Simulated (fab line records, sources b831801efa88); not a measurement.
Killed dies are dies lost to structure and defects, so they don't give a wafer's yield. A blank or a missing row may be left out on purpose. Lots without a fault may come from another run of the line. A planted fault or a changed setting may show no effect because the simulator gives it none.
Which tool did it? | flow sky130 | 13 lots, 39 wafers sampled, at 4 steps of a route of 708

WHAT THE GAUGES READ, wafer by wafer
SKY_METAL2_OVL_MEAS_16. Usual: METAL2_OVL 4 nm, standard deviation 6.
lot  | measured     | on         | METAL2_OVL (nm) | flag
L121 | day 35 03:08 | overlay-02 | -6 -11 1        |
L122 | day 35 06:01 | overlay-01 | 8 8 10          |
L123 | day 35 11:04 | overlay-01 | 5 3 3           |
L124 | day 36 04:19 | overlay-01 | 3 4 12          |
L128 | day 37 12:35 | overlay-01 | -2 7 9          |
L129 | day 37 21:19 | overlay-02 | 0 2 3           |
L135 | day 39 15:23 | overlay-02 | -3 -1 -5        |
L136 | day 40 06:31 | overlay-02 | 4 8 3           |
L137 | day 40 12:09 | overlay-01 | 7 11 -1         |
L140 | day 41 03:58 | overlay-01 | 4 -5 3          |
L142 | day 41 07:44 | overlay-01 | -10 -8 -8       |
L143 | day 41 17:20 | overlay-01 | 6 7 5           |
L144 | day 42 10:58 | overlay-01 | 7 11 4          |

SKY_VIA2_RS_MEAS_22: measures by four-point-probe. Usual: VIA2_W_RS 0.2714 ohm/sq, standard deviation 0.0029.
lot  | measured     | on            | VIA2_W_RS (ohm/sq)   | flag
L121 | day 36 07:41 | film_metro-02 | 0.2730 0.2705 0.2737 |
L122 | day 36 10:19 | film_metro-03 | 0.2733 0.2735 0.2693 |
L123 | day 36 15:37 | film_metro-01 | 0.2663 0.2665 0.2703 |
L124 | day 37 09:10 | film_metro-02 | 0.2708 0.2711 0.2686 |
L128 | day 38 15:53 | film_metro-02 | 0.2737 0.2741 0.2768 |
L129 | day 39 00:18 | film_metro-02 | 0.2707 0.2727 0.2674 |
L135 | day 40 18:07 | film_metro-02 | 0.2729 0.2741 0.2772 |
L136 | day 41 09:15 | film_metro-01 | 0.2691 0.2685 0.2689 |
L137 | day 41 14:46 | film_metro-02 | 0.2718 0.2679 0.2744 |
L140 | day 42 05:41 | film_metro-03 | 0.2731 0.2703 0.2726 |
L142 | day 42 09:06 | film_metro-01 | 0.2712 0.2718 0.2710 |
L143 | day 42 19:35 | film_metro-02 | 0.2784 0.2727 0.2702 |
L144 | day 43 12:46 | film_metro-03 | 0.2712 0.2729 0.2722 |

WHICH TOOL RAN EACH LOT (tool, then ch and the chambers of the sampled wafers, then the start)
lot  | SKY_METAL2_DESCUM_17              | SKY_VIA2_SPUTTER_20
L121 | rie_metal-01 ch 0,1, day 35 03:10 | pvd_sputter-04, day 36 07:29
L122 | rie_metal-03 ch 0,1, day 35 06:03 | pvd_sputter-02, day 36 10:08
L123 | rie_metal-04 ch 0, day 35 11:06   | pvd_sputter-03, day 36 15:18
L124 | rie_metal-04 ch 0,1, day 36 04:21 | pvd_sputter-04, day 37 08:59
L128 | rie_metal-04 ch 0,1, day 37 12:37 | pvd_sputter-03, day 38 15:39
L129 | rie_metal-03 ch 0, day 37 21:21   | pvd_sputter-03, day 39 00:06
L135 | rie_metal-04 ch 0,1, day 39 15:25 | pvd_sputter-02, day 40 17:53
L136 | rie_metal-04 ch 0,1, day 40 06:33 | pvd_sputter-03, day 41 09:04
L137 | rie_metal-03 ch 0,1, day 40 12:11 | pvd_sputter-03, day 41 14:32
L140 | rie_metal-03 ch 0,1, day 41 04:00 | pvd_sputter-02, day 42 05:30
L142 | rie_metal-04 ch 0, day 41 07:46   | pvd_sputter-03, day 42 08:53
L143 | rie_metal-04 ch 0,1, day 41 17:23 | pvd_sputter-04, day 42 19:23
L144 | rie_metal-04 ch 0,1, day 42 11:00 | pvd_sputter-03, day 43 12:34
- SKY_METAL2_DESCUM_17: chemistry O2, time 8 s.
- SKY_VIA2_SPUTTER_20: material TiN, target thk 20 nm, time 80 s.

WHAT THE TOOLS THEMSELVES READ (means of the sampled wafers that have a number; where no wafer has one, the mark that the record gives instead)
SKY_METAL2_DESCUM_17. Usual: drypump_motor_current_A 5.7 A, standard deviation 0.37; oes_product_au 0.997 a.u., standard deviation 0.015.
lot  | tool         | drypump_motor_current_A (A) | oes_product_au (a.u.) | flag
L121 | rie_metal-01 | 5.2                         | 1.016                 |
L122 | rie_metal-03 | 5.7                         | 1.002                 |
L123 | rie_metal-04 | 5.9                         | 0.983                 |
L124 | rie_metal-04 | 5.9                         | 0.989                 |
L128 | rie_metal-04 | 5.9                         | 0.990                 |
L129 | rie_metal-03 | 5.9                         | 1.011                 |
L135 | rie_metal-04 | 5.9                         | 0.981                 |
L136 | rie_metal-04 | 5.8                         | 0.985                 |
L137 | rie_metal-03 | 5.8                         | 0.988                 |
L140 | rie_metal-03 | 5.7                         | 0.994                 |
L142 | rie_metal-04 | 5.9                         | 0.982                 |
L143 | rie_metal-04 | 5.8                         | 1.000                 |
L144 | rie_metal-04 | 5.8                         | 0.982                 |

SKY_VIA2_SPUTTER_20. Usual: cathode_dc_power_W 4000.1 W, standard deviation 0.7; throttle_valve_pct 30.2 %, standard deviation 0.72.
lot  | tool           | cathode_dc_power_W (W) | throttle_valve_pct (%) | flag
L121 | pvd_sputter-04 | 4000.3                 | 30.5                   |
L122 | pvd_sputter-02 | 3999.8                 | 29.4                   |
L123 | pvd_sputter-03 | 4000.3                 | 30.5                   |
L124 | pvd_sputter-04 | 4000.1                 | 30.4                   |
L128 | pvd_sputter-03 | 4177.1                 | 30.3                   | OFF
L129 | pvd_sputter-03 | 4176.5                 | 30.4                   | OFF
L135 | pvd_sputter-02 | 3999.9                 | 28.9                   |
L136 | pvd_sputter-03 | 3999.9                 | 30.3                   |
L137 | pvd_sputter-03 | 4000.4                 | 30.6                   |
L140 | pvd_sputter-02 | 3999.8                 | 28.8                   |
L142 | pvd_sputter-03 | 3999.7                 | 30.0                   |
L143 | pvd_sputter-04 | 4000.3                 | 30.7                   |
L144 | pvd_sputter-03 | 3999.8                 | 30.0                   |

THE ANSWER, worked out from the rows above alone
Rule: a lot is off if the mean of its wafers that have a number lies more than 3 standard deviations from the usual mean. A lot without any number at a reading at which 4 lots or more have one is off too. The other lots that the step has rows for count as sound. The gauges are gone through in route order, then the tools' own readings, and for those a lot's mean is taken as printed above. The first step at which some lot is off is used, and at that step the reading that is off furthest; a lot without a number counts as furthest.
Off: L128, L129, at SKY_VIA2_SPUTTER_20 (cathode_dc_power_W).
A tool fits if, at that step or a process step before it, it ran every lot that is off, and no sound lot after the first of them. None of those tried fits.

WHAT THE SIMULATOR HAD PUT IN
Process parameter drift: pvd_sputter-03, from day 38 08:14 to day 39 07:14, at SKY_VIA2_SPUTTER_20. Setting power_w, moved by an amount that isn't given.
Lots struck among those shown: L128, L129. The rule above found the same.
